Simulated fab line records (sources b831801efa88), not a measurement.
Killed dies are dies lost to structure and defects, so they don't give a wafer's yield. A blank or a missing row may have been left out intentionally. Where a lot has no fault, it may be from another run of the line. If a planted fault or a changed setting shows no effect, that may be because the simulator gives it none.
A struck lot beside a sound one + flow gf180mcu + 18 steps out of a route of 602
Sound: these wafers, L288.1, L288.2, L288.4. Struck: wafers L280.2, L280.5. (L280.4 of the same lot was not struck and is left out.) The cause comes at the end.
At each step with rows: each side's tool, then ch and its chambers, then its first start. Under that, the readings that differ: sound wafers + struck wafers + difference of the means + sigmas: that difference in standard deviations of wafers without a fault.
alike: readings with means less than 2 such deviations apart, plus words and numbers identical on both sides. not compared: withheld readings, readings lacking a value on some wafer, bounds such as >300 that could conceal the same value, and numbers that have no deviation in the record and whose values overlap.
Wherever a step has rows on one side only, a row that says differs or no value, or a row with sigmas, the two part there. Non-overlapping numbers with no deviation appear without sigmas and do not part them. A reading missing from all wafers of one side parts the sides only when that side holds two or more wafers.

first, 3 steps without rows for these wafers: GF_V4_EXPOSE_11 (exposes mask Via4, target cd 260 nm); GF_V4_PEB_12 (peb time 90 s); GF_V4_DEVELOP_13 (develop time 60 s).
GF_V4_CD_MEAS_14 targets a cd of 260 nm.
  sound on cdSem-02, day 30 15:14; struck on cdSem-01, day 28 03:52
  alike: cdNm
GF_V4_OVL_MEAS_15:
  sound on overlay-01, day 30 15:22; struck on overlay-02, day 28 03:58
  alike: V4_OVL
GF_V4_ETCH_16: etches BARC in N2/H2.
  sound on rieDiel-01 ch 0,1,2, day 30 15:24; struck on rieDiel-01 ch 0,1, day 28 04:00
  alike: drypumpMotorCurrentA, oesProductAu, throttleValvePct
then, 1 step without rows for these wafers: GF_V4_ETCH_17 (etches SiO2 in C4F8/O2/Ar, stops on TiN, target depth 630 nm).
GF_V4_STRIP_18: strips in O2/N2.
  sound on plasmaAsher-01 ch 0,1, day 30 15:32; struck on plasmaAsher-04 ch 0,1, day 28 04:08
  alike: drypumpMotorCurrentA, heaterPowerW, oesProductAu
  not compared: rfHoursCounterH
then, 2 steps without rows for these wafers: GF_V4_STRIP_19 (strips in post etch residue remover, time 1200 s); GF_V4_CLEAN_20 (cleans in DIW).
GF_V4_SPUTTER_21: material Ti, target thk 15 nm, time 80.02 s.
  sound on pvdSputter-02, day 30 16:05; struck on pvdSputter-04, day 28 04:40
  alike: throttleValvePct
GF_V4_SPUTTER_22: material TiN, target thk 10 nm, time 40 s.
  sound on pvdSputter-02, day 30 16:09; struck on pvdSputter-04, day 28 04:43
  alike: throttleValvePct
GF_V4_CVD_23: deposits W, target thk 350 nm, time 104.9 s.
  sound on cvdW-02 ch 0,1, day 30 16:11; struck on cvdW-01 ch 1, day 28 04:46
| reading                         | sound             | struck    | difference | sigmas |
|---------------------------------|-------------------|-----------|------------|--------|
| model.W_of_V4_CVD_23.thkNm (nm) | 358.7 353.7 354.4 | 516.4 515 | +160.1     |        |
  alike: heaterPowerW
GF_V4_RS_MEAS_24: the measuring method here is four-point-probe.
  sound on filmMetro-02, day 30 16:19; struck on filmMetro-02, day 28 04:53
| reading          | sound             | struck      | difference | sigmas |
|------------------|-------------------|-------------|------------|--------|
| V4_W_RS (ohm/sq) | 0.319 0.323 0.323 | 0.221 0.222 | -0.100     | -30    |
GF_V4_THK_MEAS_25: measures by xrf.
  sound on filmMetro-02, day 30 16:26; struck on filmMetro-02, day 28 05:00
| reading       | sound       | struck  | difference | sigmas |
|---------------|-------------|---------|------------|--------|
| V4_W_THK (nm) | 347 343 346 | 492 490 | +146       | +36    |
GF_V4_CMP_26: polishes, stops on SiO2, t overpolish 15 s, target thk 0 nm.
  sound on cmp-01 ch 1,2,3, day 30 16:29; struck on cmp-02 ch 3, day 28 05:06
| reading             | sound    | struck  | difference | sigmas |
|---------------------|----------|---------|------------|--------|
| timeToEndpointS (s) | 88 79 82 | 126 125 | +42        | +11    |
  alike: motorCurrentA, retainingRingPressureFrac
GF_MIM_SPUTTER_00: material Ti, target thk 37.5 nm, time 150 s.
  sound on pvdSputter-01, day 30 16:47; struck on pvdSputter-03, day 28 05:21
  alike: throttleValvePct
-- the record jumps here: 4 days lie between the struck wafers' starts before and after (it left off in module MIM and takes up again in module PASSIVATION, whose first step shown is number 602 of the route) --
GF_PASSIVATION_PROBE_99:
  only the struck wafers here have rows in the record (prober-02, day 32 08:56); the sound ones have none

## WHERE THEY PART
Last at GF_PASSIVATION_PROBE_99 as far as this record goes, first at GF_V4_RS_MEAS_24.

WHY: the cause the simulator had injected
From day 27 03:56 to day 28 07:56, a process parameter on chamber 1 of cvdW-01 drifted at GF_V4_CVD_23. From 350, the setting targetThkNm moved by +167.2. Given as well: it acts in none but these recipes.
